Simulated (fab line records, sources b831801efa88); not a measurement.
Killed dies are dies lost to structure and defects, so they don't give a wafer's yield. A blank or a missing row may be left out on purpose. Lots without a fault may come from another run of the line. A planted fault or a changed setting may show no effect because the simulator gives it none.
Which tool did it? | flow gf180mcu | 13 lots, 39 wafers sampled, at 5 steps of a route of 602

WHAT THE GAUGES READ, wafer by wafer
GF_HV_LDD_OVL_MEAS_47.
lot  | measured     | on         | HV_LDD_03_OVL (nm)
L737 | day 12 22:03 | overlay-02 | -1.1 1.9 -0.5
L738 | day 12 21:46 | overlay-02 | -1.5 -0.6 -0.5
L740 | day 14 03:10 | overlay-01 | -3.1 -1.0 -1.8
L741 | day 14 09:04 | overlay-01 | 1.8 0.6 -0.3
L743 | day 14 18:04 | overlay-01 | 0.6 0.6 -0.5
L744 | day 15 05:58 | overlay-01 | 0.6 1.3 0.7
L745 | day 15 15:58 | overlay-01 | -0.2 -1.9 0.3
L750 | day 16 22:50 | overlay-01 | -0.9 -1.6 -0.7
L755 | day 18 14:59 | overlay-02 | -0.5 -1.4 0.0
L756 | day 19 06:16 | overlay-02 | -1.0 -1.9 -2.2
L757 | day 19 07:25 | overlay-02 | -1.5 -0.2 -0.8
L758 | day 19 17:02 | overlay-02 | -1.0 -0.6 -2.7
L759 | day 20 00:54 | overlay-01 | 2.5 1.4 2.0

GF_HV_LDD_THK_MEAS_55.
lot  | measured     | on            | HV_LDD_CVD_54_THK (nm)
L737 | day 13 00:01 | film_metro-02 | 10.01 10.08 9.96
L738 | day 12 23:22 | film_metro-04 | 9.88 9.99 9.85
L740 | day 14 04:46 | film_metro-04 | 9.90 9.82 9.93
L741 | day 14 10:48 | film_metro-04 | 10.03 9.93 10.00
L743 | day 14 19:41 | film_metro-02 | 10.25 10.23 10.25
L744 | day 15 07:35 | film_metro-01 | 6.76 6.77 6.75
L745 | day 15 17:35 | film_metro-02 | 6.62 6.60 6.59
L750 | day 17 00:27 | film_metro-01 | 10.02 9.95 9.96
L755 | day 18 16:37 | film_metro-02 | 10.04 10.13 9.95
L756 | day 19 07:53 | film_metro-02 | 9.87 9.98 9.85
L757 | day 19 09:02 | film_metro-04 | 9.89 9.96 9.93
L758 | day 19 18:42 | film_metro-02 | 9.83 9.91 9.98
L759 | day 20 02:30 | film_metro-04 | 9.94 9.82 9.87

GF_CONTACT_CD_MEAS_14: target cd 220 nm.
lot  | measured     | on        | cd_nm (nm)
L737 | day 16 19:39 | cd_sem-02 | 218.8 218.0 218.4
L738 | day 16 17:14 | cd_sem-02 | 219.4 218.6 218.6
L740 | day 18 00:19 | cd_sem-02 | 218.0 217.9 218.0
L741 | day 18 09:35 | cd_sem-01 | 219.6 219.7 217.2
L743 | day 18 16:05 | cd_sem-01 | 222.0 222.2 222.3
L744 | day 19 09:10 | cd_sem-01 | 217.6 220.0 219.8
L745 | day 19 17:33 | cd_sem-02 | 220.6 221.8 218.4
L750 | day 21 04:28 | cd_sem-02 | 220.7 220.0 221.4
L755 | day 22 19:52 | cd_sem-02 | 222.2 219.4 222.3
L756 | day 23 10:38 | cd_sem-01 | 219.7 219.7 220.9
L757 | day 23 11:00 | cd_sem-02 | 221.6 219.1 219.5
L758 | day 23 21:26 | cd_sem-01 | 220.7 222.9 220.9
L759 | day 24 04:50 | cd_sem-01 | 222.4 222.5 220.7

WHICH TOOL RAN EACH LOT (tool, then ch and the chambers of the sampled wafers, then the start)
lot  | GF_POLY_GATE_ETCH_13             | GF_HV_LDD_CVD_54
L737 | rie_si-01 ch 0,1,3, day 9 12:35  | lpcvd-02 ch 0, day 12 23:00
L738 | rie_si-01 ch 0,1,3, day 9 17:09  | lpcvd-01 ch 0, day 12 22:20
L740 | rie_si-02 ch 0,1,2, day 10 12:41 | lpcvd-01 ch 1, day 14 03:44
L741 | rie_si-01 ch 0,1,2, day 10 23:35 | lpcvd-02 ch 0, day 14 09:47
L743 | rie_si-02 ch 0,2,3, day 11 08:02 | lpcvd-02 ch 0, day 14 18:40
L744 | rie_si-02 ch 0,1,2, day 11 17:53 | lpcvd-02 ch 0, day 15 06:33
L745 | rie_si-01 ch 0,2,3, day 12 00:06 | lpcvd-02 ch 0, day 15 16:34
L750 | rie_si-02 ch 0,1,3, day 13 06:47 | lpcvd-01 ch 1, day 16 23:24
L755 | rie_si-02 ch 1,2, day 14 18:17   | lpcvd-01 ch 0, day 18 15:35
L756 | rie_si-01 ch 1,3, day 15 05:02   | lpcvd-02 ch 0, day 19 06:52
L757 | rie_si-02 ch 0,2,3, day 15 07:14 | lpcvd-02 ch 1, day 19 08:00
L758 | rie_si-02 ch 0,1,2, day 15 18:15 | lpcvd-02 ch 0, day 19 17:40
L759 | rie_si-01 ch 0,1,2, day 15 22:47 | lpcvd-02 ch 0, day 20 01:29
- GF_POLY_GATE_ETCH_13: etches poly-Si in HBr/Cl2, stops on SiO2, target depth 198.5 nm, time 69.6 s.
- GF_HV_LDD_CVD_54: deposits SiO2 from TEOS, target thk 10 nm, time 75 s.

WHAT THE TOOLS THEMSELVES READ (means of the sampled wafers that have a number; where no wafer has one, the mark that the record gives instead)
GF_POLY_GATE_ETCH_13.
lot  | tool      | drypump_motor_current_A (A) | oes_product_au (a.u.) | throttle_valve_pct (%)
L737 | rie_si-01 | 5.53                        | 0.988                 | 33.690
L738 | rie_si-01 | 5.54                        | 0.987                 | 33.685
L740 | rie_si-02 | 5.43                        | 0.990                 | 33.682
L741 | rie_si-01 | 5.39                        | 0.989                 | 33.687
L743 | rie_si-02 | 5.33                        | 0.997                 | 33.689
L744 | rie_si-02 | 5.43                        | 0.997                 | 33.682
L745 | rie_si-01 | 5.61                        | 0.993                 | 33.684
L750 | rie_si-02 | 5.37                        | 0.987                 | 33.690
L755 | rie_si-02 | 5.67                        | 0.991                 | 33.689
L756 | rie_si-01 | 5.29                        | 0.983                 | 33.686
L757 | rie_si-02 | 5.32                        | 0.987                 | 33.695
L758 | rie_si-02 | 5.43                        | 0.982                 | 33.685
L759 | rie_si-01 | 5.41                        | 0.982                 | 33.683

GF_HV_LDD_CVD_54.
lot  | tool     | spike_tc_upper_C (C) | zone_power_centre_pct (%)
L737 | lpcvd-02 | 680.6                | 9.0
L738 | lpcvd-01 | 679.1                | 11.5
L740 | lpcvd-01 | 679.8                | 11.0
L741 | lpcvd-02 | 681.3                | 8.9
L743 | lpcvd-02 | 680.3                | 9.0
L744 | lpcvd-02 | 680.9                | 9.0
L745 | lpcvd-02 | 680.1                | 9.0
L750 | lpcvd-01 | 678.9                | 11.0
L755 | lpcvd-01 | 680.5                | 11.5
L756 | lpcvd-02 | 680.2                | 9.0
L757 | lpcvd-02 | 679.4                | 9.6
L758 | lpcvd-02 | 680.8                | 8.9
L759 | lpcvd-02 | 679.4                | 8.9

THE ANSWER, worked out from the rows above alone
Rule: what is usual is taken from the lots themselves. Put in order of their means at a reading, lots are off if they are a third of the lots or fewer, leave a main group of 4 or more, and stand apart from it by a gap of 3 or more times the standard deviation of the main group's means; of several such gaps the widest counts. A main group whose means are all the same, to the digits that the tables above print for the reading, isn't used. A lot without any number at a reading at which 4 lots or more have one is off too. The other lots that the step has rows for count as sound. The gauges are gone through in route order, then the tools' own readings, and for those a lot's mean is taken as printed above. The first step at which some lot is off is used, and at that step the reading that is off furthest; a lot without a number counts as furthest.
Off: L744, L745, at GF_HV_LDD_THK_MEAS_55 (HV_LDD_CVD_54_THK). The main group: mean 9.97 nm, standard deviation 0.1.
A tool fits if, at a process step before that reading, it ran every lot that is off, and no sound lot after the first of them. The gauges at GF_HV_LDD_THK_MEAS_55 are tried like those tools. None of those tried fits.

WHAT THE SIMULATOR HAD PUT IN
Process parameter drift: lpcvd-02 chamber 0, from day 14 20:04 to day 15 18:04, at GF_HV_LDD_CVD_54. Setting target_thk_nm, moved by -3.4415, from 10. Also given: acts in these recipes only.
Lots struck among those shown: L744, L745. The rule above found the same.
